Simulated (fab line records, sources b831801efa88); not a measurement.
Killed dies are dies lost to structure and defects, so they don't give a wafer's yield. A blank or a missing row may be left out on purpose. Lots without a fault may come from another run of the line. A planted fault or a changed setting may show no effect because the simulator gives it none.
Which tool did it? | flow sky130 | 24 lots, 72 wafers sampled, at 6 steps of a route of 708

WHAT THE GAUGES READ, wafer by wafer
SKY_VIA2_OVL_MEAS_13.
lot  | measured     | on         | VIA2_OVL (nm)
L075 | day 37 16:17 | overlay-01 | -13 -11 -6
L074 | day 37 18:44 | overlay-02 | 6 -2 -3
L076 | day 37 22:26 | overlay-02 | -1 0 -3
L077 | day 37 23:05 | overlay-01 | -2 -5 1
L078 | day 38 07:33 | overlay-02 | 4 7 -5
L079 | day 38 16:58 | overlay-02 | -8 -1 -4
L080 | day 39 00:55 | overlay-01 | -4 4 8
L081 | day 39 03:20 | overlay-02 | 0 9 -3
L082 | day 39 03:32 | overlay-01 | -6 -7 -6
L083 | day 39 12:41 | overlay-01 | -4 -3 -7
L084 | day 39 23:27 | overlay-01 | -2 -8 -2
L085 | day 40 04:43 | overlay-02 | -7 -9 -4
L086 | day 40 07:42 | overlay-02 | 0 3 -3
L087 | day 40 11:29 | overlay-02 | 8 2 14
L088 | day 40 23:14 | overlay-01 | 12 11 5
L089 | day 41 01:06 | overlay-02 | 3 3 4
L090 | day 41 06:29 | overlay-01 | -3 0 5
L091 | day 41 11:47 | overlay-01 | -7 -11 1
L092 | day 41 22:09 | overlay-01 | 2 6 4
L093 | day 42 05:53 | overlay-01 | 6 1 3
L094 | day 42 15:10 | overlay-02 | -1 4 6
L095 | day 43 00:08 | overlay-01 | 4 6 -3
L097 | day 43 02:29 | overlay-01 | 12 11 3
L096 | day 43 06:47 | overlay-02 | 4 9 -1

SKY_VIA3_BOW_MEAS_03.
lot  | measured     | on            | VIA3_BOW (um)
L075 | day 39 22:23 | film_metro-03 | 74 67 79
L074 | day 39 23:46 | film_metro-01 | 70 75 65
L076 | day 40 04:02 | film_metro-03 | 69 81 87
L077 | day 40 04:31 | film_metro-04 | 80 75 64
L078 | day 40 12:22 | film_metro-03 | 89 82 77
L079 | day 40 22:36 | film_metro-01 | 76 72 82
L080 | day 41 07:15 | film_metro-04 | 81 73 78
L081 | day 41 10:15 | film_metro-04 | 73 56 73
L082 | day 41 09:47 | film_metro-04 | 90 70 76
L083 | day 41 17:47 | film_metro-03 | 85 77 94
L084 | day 42 04:07 | film_metro-04 | 84 78 84
L085 | day 42 08:57 | film_metro-04 | 72 78 77
L086 | day 42 12:21 | film_metro-03 | 64 70 77
L087 | day 42 15:49 | film_metro-01 | 80 72 72
L088 | day 43 02:17 | film_metro-04 | 89 87 99
L089 | day 43 04:33 | film_metro-01 | 79 73 84
L090 | day 43 09:49 | film_metro-01 | 84 90 79
L091 | day 43 14:40 | film_metro-01 | 71 78 74
L092 | day 44 00:15 | film_metro-04 | 87 84 81
L093 | day 44 09:13 | film_metro-01 | 67 68 68
L094 | day 44 17:29 | film_metro-04 | 86 65 83
L095 | day 45 00:58 | film_metro-01 | 99 103 86
L097 | day 45 04:17 | film_metro-03 | 99 81 87
L096 | day 45 09:14 | film_metro-04 | 79 81 86

SKY_METAL5_RS_MEAS_05: measures by four-point-probe.
lot  | measured     | on            | METAL5_ALCU_RS (ohm/sq)
L075 | day 44 01:08 | film_metro-01 | 0.02687 0.02657 0.02682
L074 | day 44 04:15 | film_metro-01 | 0.02668 0.02717 0.02677
L076 | day 44 08:28 | film_metro-02 | 0.02712 0.02714 0.02687
L077 | day 44 09:44 | film_metro-04 | 0.02662 0.0267 0.02662
L078 | day 44 16:48 | film_metro-02 | 0.02669 0.02697 0.0269
L079 | day 44 23:04 | film_metro-01 | 0.02738 0.02689 0.02717
L080 | day 45 11:14 | film_metro-04 | 0.02711 0.0268 0.02717
L081 | day 45 12:10 | film_metro-02 | 0.02697 0.02688 0.02684
L082 | day 45 12:10 | film_metro-04 | 0.027 0.02701 0.02657
L083 | day 45 19:57 | film_metro-02 | 0.02695 0.02682 0.02694
L084 | day 46 03:38 | film_metro-01 | 0.0268 0.02695 0.02686
L085 | day 46 10:10 | film_metro-02 | 0.02718 0.02729 0.02723
L086 | day 46 12:18 | film_metro-01 | 0.02748 0.02773 0.02759
L087 | day 46 14:13 | film_metro-01 | 0.02713 0.02722 0.02731
L088 | day 46 21:24 | film_metro-02 | 0.02726 0.02726 0.02744
L089 | day 47 02:17 | film_metro-02 | 0.02694 0.02732 0.02716
L090 | day 47 06:58 | film_metro-01 | 0.02674 0.02682 0.02684
L091 | day 47 11:59 | film_metro-02 | 0.02707 0.02686 0.02699
L092 | day 47 18:40 | film_metro-02 | 0.0272 0.0271 0.02688
L093 | day 48 03:02 | film_metro-02 | 0.02654 0.02651 0.0267
L094 | day 48 10:45 | film_metro-01 | 0.02659 0.02693 0.02689
L095 | day 48 15:19 | film_metro-04 | 0.02686 0.02672 0.02694
L097 | day 48 19:25 | film_metro-04 | 0.02669 0.02688 0.02701
L096 | day 49 00:05 | film_metro-04 | 0.0266 0.0268 0.02676

WHICH TOOL RAN EACH LOT (tool, then ch and the chambers of the sampled wafers, then the start)
lot  | SKY_VIA1_SPUTTER_20          | SKY_CAPM_STRIP_14                    | SKY_METAL5_SPUTTER_01
L075 | pvd_sputter-03, day 35 08:35 | plasma_asher-01 ch 0, day 38 19:10   | pvd_sputter-04, day 44 00:58
L074 | pvd_sputter-01, day 35 10:16 | plasma_asher-03 ch 0, day 38 20:55   | pvd_sputter-01, day 44 04:07
L076 | pvd_sputter-02, day 35 13:05 | plasma_asher-04 ch 0,1, day 39 00:50 | pvd_sputter-01, day 44 08:19
L077 | pvd_sputter-01, day 35 14:53 | plasma_asher-03 ch 0,1, day 39 01:07 | pvd_sputter-04, day 44 09:34
L078 | pvd_sputter-01, day 35 23:58 | plasma_asher-04 ch 0,1, day 39 09:11 | pvd_sputter-04, day 44 16:40
L079 | pvd_sputter-03, day 36 09:40 | plasma_asher-03 ch 0,1, day 39 19:53 | pvd_sputter-01, day 44 22:54
L080 | pvd_sputter-02, day 36 18:05 | plasma_asher-01 ch 0,1, day 40 04:15 | pvd_sputter-03, day 45 11:05
L081 | pvd_sputter-01, day 36 20:32 | plasma_asher-01 ch 0, day 40 07:02   | pvd_sputter-04, day 45 12:00
L082 | pvd_sputter-03, day 36 20:57 | plasma_asher-04 ch 0,1, day 40 07:13 | pvd_sputter-01, day 45 12:02
L083 | pvd_sputter-02, day 37 06:56 | plasma_asher-04 ch 0,1, day 40 15:13 | pvd_sputter-04, day 45 19:47
L084 | pvd_sputter-01, day 37 19:00 | plasma_asher-03 ch 0,1, day 41 02:00 | pvd_sputter-03, day 46 03:30
L085 | pvd_sputter-02, day 38 00:23 | plasma_asher-01 ch 0,1, day 41 06:47 | pvd_sputter-01, day 46 10:01
L086 | pvd_sputter-03, day 38 03:47 | plasma_asher-03 ch 0,1, day 41 09:53 | pvd_sputter-03, day 46 12:07
L087 | pvd_sputter-03, day 38 07:55 | plasma_asher-04 ch 0,1, day 41 13:21 | pvd_sputter-01, day 46 14:04
L088 | pvd_sputter-02, day 38 19:21 | plasma_asher-01 ch 0, day 42 00:50   | pvd_sputter-01, day 46 21:14
L089 | pvd_sputter-02, day 38 21:28 | plasma_asher-03 ch 0,1, day 42 02:41 | pvd_sputter-01, day 47 02:08
L090 | pvd_sputter-03, day 39 01:50 | plasma_asher-04 ch 0,1, day 42 07:47 | pvd_sputter-01, day 47 06:49
L091 | pvd_sputter-02, day 39 07:58 | plasma_asher-04 ch 0,1, day 42 12:58 | pvd_sputter-03, day 47 11:49
L092 | pvd_sputter-02, day 39 19:12 | plasma_asher-01 ch 0,1, day 42 22:28 | pvd_sputter-03, day 47 18:31
L093 | pvd_sputter-02, day 40 03:17 | plasma_asher-01 ch 0,1, day 43 07:13 | pvd_sputter-04, day 48 02:52
L094 | pvd_sputter-01, day 40 13:53 | plasma_asher-04 ch 0,1, day 43 15:52 | pvd_sputter-04, day 48 10:36
L095 | pvd_sputter-01, day 40 23:17 | plasma_asher-04 ch 0,1, day 44 00:56 | pvd_sputter-01, day 48 15:09
L097 | pvd_sputter-02, day 41 00:59 | plasma_asher-03 ch 0,1, day 44 04:03 | pvd_sputter-01, day 48 19:15
L096 | pvd_sputter-02, day 41 05:09 | plasma_asher-01 ch 0,1, day 44 08:48 | pvd_sputter-01, day 48 23:56
- SKY_VIA1_SPUTTER_20: material TiN, target thk 20 nm, time 80 s.
- SKY_CAPM_STRIP_14: strips in O2/N2.
- SKY_METAL5_SPUTTER_01: material TiN, target thk 20 nm, time 16.7 s.

WHAT THE TOOLS THEMSELVES READ (means of the sampled wafers that have a number; where no wafer has one, the mark that the record gives instead)
SKY_VIA1_SPUTTER_20.
lot  | tool           | throttle_valve_pct (%)
L075 | pvd_sputter-03 | 30.9
L074 | pvd_sputter-01 | 29.5
L076 | pvd_sputter-02 | 30.6
L077 | pvd_sputter-01 | 29.9
L078 | pvd_sputter-01 | 30.4
L079 | pvd_sputter-03 | 30.9
L080 | pvd_sputter-02 | 30.1
L081 | pvd_sputter-01 | 30.2
L082 | pvd_sputter-03 | 30.7
L083 | pvd_sputter-02 | 30.1
L084 | pvd_sputter-01 | 30.1
L085 | pvd_sputter-02 | 30.7
L086 | pvd_sputter-03 | 30.2
L087 | pvd_sputter-03 | 30.9
L088 | pvd_sputter-02 | 30.6
L089 | pvd_sputter-02 | 30.1
L090 | pvd_sputter-03 | 31.0
L091 | pvd_sputter-02 | 29.6
L092 | pvd_sputter-02 | 30.0
L093 | pvd_sputter-02 | 29.0
L094 | pvd_sputter-01 | 30.1
L095 | pvd_sputter-01 | 29.8
L097 | pvd_sputter-02 | 29.8
L096 | pvd_sputter-02 | 30.0

SKY_CAPM_STRIP_14.
lot  | tool            | drypump_motor_current_A (A) | n2_flow_sccm (sccm) | oes_product_au (a.u.) | strip_time_to_endpoint_s (s)
L075 | plasma_asher-01 | 5.2                         | 298.8               | 0.709                 | 12.67
L074 | plasma_asher-03 | 5.6                         | 300.2               | 0.707                 | 12.72
L076 | plasma_asher-04 | 6.2                         | 301.2               | 0.708                 | 12.67
L077 | plasma_asher-03 | 5.6                         | 299.6               | 0.714                 | 12.68
L078 | plasma_asher-04 | 6.2                         | 299.4               | 0.716                 | 12.61
L079 | plasma_asher-03 | 5.6                         | 300.2               | 0.709                 | 12.65
L080 | plasma_asher-01 | 5.4                         | 300.1               | 0.711                 | 12.70
L081 | plasma_asher-01 | 5.2                         | 299.8               | 0.710                 | 12.76
L082 | plasma_asher-04 | 6.2                         | 300.3               | 0.715                 | 12.71
L083 | plasma_asher-04 | 6.2                         | 299.8               | 0.713                 | 12.68
L084 | plasma_asher-03 | 5.6                         | 299.8               | 0.710                 | 12.70
L085 | plasma_asher-01 | 5.4                         | 299.4               | 0.708                 | 12.62
L086 | plasma_asher-03 | 5.7                         | 300.3               | 0.711                 | 12.64
L087 | plasma_asher-04 | 6.2                         | 299.9               | 0.709                 | 12.65
L088 | plasma_asher-01 | 5.2                         | 300.5               | 0.712                 | 12.69
L089 | plasma_asher-03 | 5.6                         | 299.5               | 0.712                 | 12.68
L090 | plasma_asher-04 | 6.0                         | 298.8               | 0.711                 | 12.63
L091 | plasma_asher-04 | 6.2                         | 299.1               | 0.707                 | 12.67
L092 | plasma_asher-01 | 5.4                         | 300.4               | 0.711                 | 12.77
L093 | plasma_asher-01 | 5.5                         | 298.8               | 0.707                 | 12.64
L094 | plasma_asher-04 | 6.2                         | 300.4               | 0.713                 | 12.71
L095 | plasma_asher-04 | 6.1                         | 299.7               | 0.708                 | 12.69
L097 | plasma_asher-03 | 5.6                         | 299.3               | 0.713                 | 12.72
L096 | plasma_asher-01 | 5.4                         | 300.5               | 0.711                 | 12.60

SKY_METAL5_SPUTTER_01.
lot  | tool           | throttle_valve_pct (%)
L075 | pvd_sputter-04 | 30.4
L074 | pvd_sputter-01 | 30.3
L076 | pvd_sputter-01 | 30.8
L077 | pvd_sputter-04 | 29.7
L078 | pvd_sputter-04 | 30.1
L079 | pvd_sputter-01 | 29.9
L080 | pvd_sputter-03 | 31.5
L081 | pvd_sputter-04 | 30.1
L082 | pvd_sputter-01 | 31.0
L083 | pvd_sputter-04 | 29.7
L084 | pvd_sputter-03 | 30.6
L085 | pvd_sputter-01 | 30.3
L086 | pvd_sputter-03 | 31.0
L087 | pvd_sputter-01 | 29.7
L088 | pvd_sputter-01 | 29.6
L089 | pvd_sputter-01 | 30.8
L090 | pvd_sputter-01 | 30.5
L091 | pvd_sputter-03 | 31.0
L092 | pvd_sputter-03 | 30.2
L093 | pvd_sputter-04 | 29.7
L094 | pvd_sputter-04 | 30.0
L095 | pvd_sputter-01 | 29.6
L097 | pvd_sputter-01 | 29.4
L096 | pvd_sputter-01 | 29.6

THE ANSWER, worked out from the rows above alone
Rule: what is usual is taken from the lots themselves. Put in order of their means at a reading, lots are off if they are a third of the lots or fewer, leave a main group of 4 or more, and stand apart from it by a gap of 3 or more times the standard deviation of the main group's means; of several such gaps the widest counts. A main group whose means are all the same, to the digits that the tables above print for the reading, isn't used. A lot without any number at a reading at which 4 lots or more have one is off too. The other lots that the step has rows for count as sound. The gauges are gone through in route order, then the tools' own readings, and for those a lot's mean is taken as printed above. The first step at which some lot is off is used, and at that step the reading that is off furthest; a lot without a number counts as furthest.
No lot is off at any reading shown: from this, nothing can be told.

WHAT THE SIMULATOR HAD PUT IN
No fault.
